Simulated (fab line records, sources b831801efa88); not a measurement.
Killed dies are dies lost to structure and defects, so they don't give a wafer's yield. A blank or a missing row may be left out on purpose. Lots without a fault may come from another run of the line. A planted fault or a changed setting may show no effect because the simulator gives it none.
A struck lot beside a sound one | flow gf180mcu | 21 steps out of a route of 602
Sound: wafers L676.1, L676.3, L676.4. Struck: wafers L686.1, L686.4, L686.6. The cause comes at the end.
At each step with rows: each side's tool, then ch and its chambers, then its first start. Under that, the readings that differ: sound wafers | struck wafers | difference of the means | sigmas: that difference in standard deviations of wafers without a fault.
alike: readings whose means differ by less than 2 such deviations, and words and numbers that are the same on both sides. not compared: withheld readings, readings that some wafer has no value for, bounds like >300 that may hide the same value, and numbers for which the record gives no deviation and whose values overlap.
The two part at a step that has a row with sigmas, a row that says differs or no value, or rows on one side only. Numbers that don't overlap but have no deviation are shown without sigmas and don't part them. A reading that every wafer of one side lacks parts them only if that side has two wafers or more.

GF_POLY_GATE_OVL_MEAS_11:
  sound on overlay-01, day 9 06:08; struck on overlay-02, day 12 11:41
  alike: POLY_GATE_OVL
GF_POLY_GATE_ETCH_12: etches BARC in N2/H2.
  sound on rie_diel-01 ch 0,1,2, day 9 06:11; struck on rie_diel-01 ch 1,3, day 12 11:43
  alike: drypump_motor_current_A, oes_product_au, throttle_valve_pct
GF_POLY_GATE_ETCH_13: etches poly-Si in HBr/Cl2, stops on SiO2, target depth 198.5 nm, time 69.6 s.
  sound on rie_si-01 ch 0,1,3, day 9 06:14; struck on rie_si-01 ch 0,2,3, day 12 11:46
  alike: drypump_motor_current_A, oes_product_au, throttle_valve_pct
  not compared: rf_hours_counter_h
GF_POLY_GATE_STRIP_14: strips in O2/N2.
  sound on plasma_asher-02 ch 0,1, day 9 06:17; struck on plasma_asher-04 ch 0, day 12 11:49
  alike: drypump_motor_current_A, heater_power_w, oes_product_au
  not compared: rf_hours_counter_h
then, 2 steps without rows for these wafers: GF_POLY_GATE_CLEAN_15 (cleans in SC1/SC2, time 150 s); GF_POLY_GATE_OXIDATION_16 (stabilise 600 s, purge 300 s, target thk 4 nm).
GF_POLY_GATE_THK_MEAS_17:
  sound on film_metro-02, day 9 07:41; struck on film_metro-02, day 12 13:46
  alike: POLY_GATE_OXIDATION_THK
GF_POLY_GATE_CD_MEAS_18:
  sound on cd_sem-02, day 9 07:44; struck on cd_sem-01, day 12 13:49
  alike: cd_nm
then, 4 steps without rows for these wafers: GF_HV_LDD_DEHYDRATE_00 (time 60 s); GF_HV_LDD_HMDS_01 (prime time 60 s); GF_HV_LDD_COAT_02 (resist thk 1000 nm); GF_HV_LDD_SOFTBAKE_03 (time 60 s).
GF_HV_LDD_EXPOSE_04: exposes mask Nplus LV AREA, target cd 400 nm.
  sound on iline_stepper-02 ch 0, day 9 16:50; struck on iline_stepper-01 ch 0, day 13 00:30
  reading | sound                                           | struck                                          | difference | sigmas
  mask    | Nplus_LV_AREA#0 Nplus_LV_AREA#0 Nplus_LV_AREA#0 | Pplus_LV_AREA#0 Pplus_LV_AREA#0 Pplus_LV_AREA#0 | differs    |
then, 2 steps without rows for these wafers: GF_HV_LDD_PEB_05; GF_HV_LDD_DEVELOP_06 (develop time 60 s).
GF_HV_LDD_CD_MEAS_07: target cd 400 nm.
  sound on cd_sem-01, day 10 00:40; struck on cd_sem-01, day 13 10:17
  reading    | sound             | struck | difference                    | sigmas
  cd_nm (nm) | 398.3 395.9 394.4 | - - -  | no value on the struck wafers |
GF_HV_LDD_OVL_MEAS_08:
  sound on overlay-02, day 10 00:47; struck on overlay-02, day 13 10:25
  reading         | sound          | struck | difference                    | sigmas
  HV_LDD_OVL (nm) | -1.4 -0.8 -1.8 | - - -  | no value on the struck wafers |
then, 1 step without rows for these wafers: GF_HV_LDD_IMPLANT_09.
GF_HV_LDD_STRIP_10: strips in O2/N2.
  sound on plasma_asher-01 ch 0,1, day 10 00:59; struck on plasma_asher-02 ch 0,1, day 13 10:36
  alike: drypump_motor_current_A, heater_power_w, oes_product_au, strip_time_to_endpoint_s
  not compared: rf_hours_counter_h
GF_HV_LDD_TW_MEAS_11:
  sound on film_metro-04, day 10 01:05; struck on film_metro-04, day 13 10:55
  reading   | sound          | struck   | difference | sigmas
  HV_LDD_TW | 2409 2409 2399 | 30 30 30 | -2376      | -99 or more
  not compared: hold
then, 1 step without rows for these wafers: GF_PASSIVATION_PROBE_99.

WHERE THEY PART
First at GF_HV_LDD_EXPOSE_04; last, within this record, at GF_HV_LDD_TW_MEAS_11.

WHY: what the simulator had put in
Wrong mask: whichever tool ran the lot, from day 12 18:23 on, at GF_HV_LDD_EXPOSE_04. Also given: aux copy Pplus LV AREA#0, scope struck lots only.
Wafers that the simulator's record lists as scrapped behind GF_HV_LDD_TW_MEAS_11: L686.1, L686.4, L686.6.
